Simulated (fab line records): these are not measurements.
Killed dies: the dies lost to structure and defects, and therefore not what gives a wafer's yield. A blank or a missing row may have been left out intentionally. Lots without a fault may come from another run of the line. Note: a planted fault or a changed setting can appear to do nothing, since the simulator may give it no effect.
Problem report, 8D (eight disciplines) form, completed by code + flow gf180mcu + the parts of the form that need people (team, actions taken, sign-off) are left out

## 1. THE ISSUE
cd nm at GF_HV_LDD_CD_MEAS_07 reads a mean of 369.3 nm on 12 wafers of 4 lots; wafers without a fault read 399.2 nm with a standard deviation of 2.4. That puts it -12 standard deviations away from the usual mean.
The step: target cd 400 nm.
First seen on wafer L819.4, day 14 16:35, on cd sem-01. Wafers with a number at this step in the record: 42, from 14 lots. The rule behind "out" and "out of limits": a value lying over 4 standard deviations away from the usual mean. All remaining wafers that have a number are taken as sound.

## 2. WHAT IT IS, AND WHAT IT ISN'T
| question                    | is                     | is not                                                     |
|-----------------------------|------------------------|------------------------------------------------------------|
| which readings at this step | cd nm                  | -                                                          |
| which lots                  | L819, L822, L823, L824 | L806, L807, L808, L810, L811, L814, L815, L816, L817, L818 |
| which wafers of those lots  | all that have a number | -                                                          |
| read on which gauges        | cd sem-01, cd sem-02   | -                                                          |
| when                        | from day 14 16:35      | up to then (30 sound wafers)                               |

## 3. THE SUSPECTS, EACH WITH WHAT RULES IT OUT
Counting: any tool at a process step up to the reading is kept as a suspect provided that every lot that is out went through it and no sound lot did after the first of them.
- ruled out: the gauge at GF_HV_LDD_CD_MEAS_07. Those wafers that are out were read across 2 gauges (cd sem-01, cd sem-02).
- iline stepper-02 at GF_HV_LDD_EXPOSE_04 (exposes mask Nplus LV AREA, target cd 400 nm): kept. It ran every lot that is out, first L819 (day 14 06:11), and no sound lot after that; its last sound lot up to then is L818 (day 13 20:34). On those wafers its own readings are out: exposure dose mJ cm2.
The count leaves iline stepper-02 at GF_HV_LDD_EXPOSE_04.

## 4. THE CAUSE (what the simulator had put in)
Process parameters drifting: iline stepper-02 at GF_HV_LDD_EXPOSE_04, beginning at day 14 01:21. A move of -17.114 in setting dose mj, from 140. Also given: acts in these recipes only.
Counting left only this tool.

## 5. SEQUENCE OF EFFECTS, ordered by route
Each row: a reading whose mean over the struck wafers that have a number lies more than 3 standard deviations from the usual. Scope: only readings with a usual standard deviation given in the record; hours: median across lots of the time from each lot's start at the first step in this table that gives one to its start at this step; sigmas: change in usual standard deviations.
| hours | step                 | reading              | usual    | on struck wafers | change | sigmas      |
|-------|----------------------|----------------------|----------|------------------|--------|-------------|
| 0     | GF_HV_LDD_EXPOSE_04  | exposure dose mJ cm2 | 139.97   | 126.02           | -13.95 | -99 or more |
| 11    | GF_HV_LDD_CD_MEAS_07 | cd nm                | 399.2 nm | 369.3            | -29.9  | -12         |
Here are the process steps it includes:
- GF_HV_LDD_EXPOSE_04: exposes mask Nplus LV AREA, target cd 400 nm.
Later steps that measure or inspect, where all struck wafers having a row at the step show a number for every such reading and not one has moved that far: GF_SALICIDE_RS_MEAS_04, GF_SALICIDE_THK_MEAS_05.

## 6. HOW IT WOULD HAVE BEEN CAUGHT EARLIER
Counted from the fault's start at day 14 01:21, it took 15 hours until the first out-of-limits reading at a measuring or inspecting step in this record, taken at day 14 16:35.
At GF_HV_LDD_EXPOSE_04, the tool's own readings (exposure dose mJ cm2) were out on each struck wafer the step has a row for, so an alarm limit on them would have fired on the first such wafer.
Of the lots that are out (4), L822, L823, L824 began GF_HV_LDD_EXPOSE_04 on iline stepper-02 after day 14 16:35. A hold on the tool at that time would have spared those 3.
